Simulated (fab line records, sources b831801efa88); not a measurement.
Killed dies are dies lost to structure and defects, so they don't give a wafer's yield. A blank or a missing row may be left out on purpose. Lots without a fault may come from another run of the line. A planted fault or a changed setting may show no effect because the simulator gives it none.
A struck lot beside a sound one | flow gf180mcu | 19 steps out of a route of 602
Sound: wafers L815.2, L815.5, L815.6. Struck: wafers L807.3, L807.4, L807.5. The cause comes at the end.
At each step with rows: each side's tool, then ch and its chambers, then its first start. Under that, the readings that differ: sound wafers | struck wafers | difference of the means | sigmas: that difference in standard deviations of wafers without a fault.
alike: readings whose means differ by less than 2 such deviations, and words and numbers that are the same on both sides. not compared: withheld readings, readings that some wafer has no value for, bounds like >300 that may hide the same value, and numbers for which the record gives no deviation and whose values overlap.
The two part at a step that has a row with sigmas, a row that says differs or no value, or rows on one side only. Numbers that don't overlap but have no deviation are shown without sigmas and don't part them. A reading that every wafer of one side lacks parts them only if that side has two wafers or more.

first, 4 steps without rows for these wafers: GF_NSD_SOFTBAKE_03 (time 60 s); GF_NSD_EXPOSE_04 (exposes mask Nplus, target cd 400 nm); GF_NSD_PEB_05; GF_NSD_DEVELOP_06 (develop time 60 s).
GF_NSD_CD_MEAS_07: target cd 400 nm.
  sound on cd_sem-02, day 19 00:58; struck on cd_sem-02, day 16 07:35
  alike: cd_nm
GF_NSD_OVL_MEAS_08:
  sound on overlay-02, day 19 01:04; struck on overlay-01, day 16 07:41
  alike: NSD_OVL
then, 2 steps without rows for these wafers: GF_NSD_IMPLANT_09; GF_NSD_IMPLANT_10.
GF_NSD_STRIP_11: strips in O2/N2.
  sound on plasma_asher-02 ch 0,1, day 19 01:24; struck on plasma_asher-04 ch 0,1, day 16 08:02
  alike: chamber_pressure_mTorr, drypump_motor_current_A, heater_power_w, n2_flow_sccm, oes_product_au, strip_time_to_endpoint_s
  not compared: rf_hours_counter_h
GF_NSD_TW_MEAS_12:
  sound on film_metro-04, day 19 01:31; struck on film_metro-01, day 16 08:07
  alike: NSD_TW
then, 2 steps without rows for these wafers: GF_PSD_DEHYDRATE_00 (time 60 s); GF_PSD_HMDS_01 (prime time 60 s).
GF_PSD_COAT_02: resist thk 1000 nm.
  sound on litho_track-04 ch 0, day 19 12:57; struck on litho_track-03, day 16 18:41
  no value came back on the struck wafers for chill_plate_temp_C (C), dispense_pressure_kPa (kPa); on the sound wafers chill_plate_temp_C (C) reads 23.23 23.08 23.19
then, 4 steps without rows for these wafers: GF_PSD_SOFTBAKE_03 (time 60 s); GF_PSD_EXPOSE_04 (exposes mask Pplus, target cd 400 nm); GF_PSD_PEB_05; GF_PSD_DEVELOP_06 (develop time 60 s).
GF_PSD_CD_MEAS_07: target cd 400 nm.
  sound on cd_sem-02, day 20 00:29; struck on cd_sem-02, day 17 06:23
  reading    | sound             | struck | difference                    | sigmas
  cd_nm (nm) | 405.7 403.8 407.6 | - - -  | no value on the struck wafers |
GF_PSD_OVL_MEAS_08:
  sound on overlay-02, day 20 00:36; struck on overlay-02, day 17 06:29
  reading      | sound         | struck | difference                    | sigmas
  PSD_OVL (nm) | -1.2 0.4 -1.3 | - - -  | no value on the struck wafers |

WHERE THEY PART
First at GF_PSD_COAT_02; last, within this record, at GF_PSD_OVL_MEAS_08.

WHY: what the simulator had put in
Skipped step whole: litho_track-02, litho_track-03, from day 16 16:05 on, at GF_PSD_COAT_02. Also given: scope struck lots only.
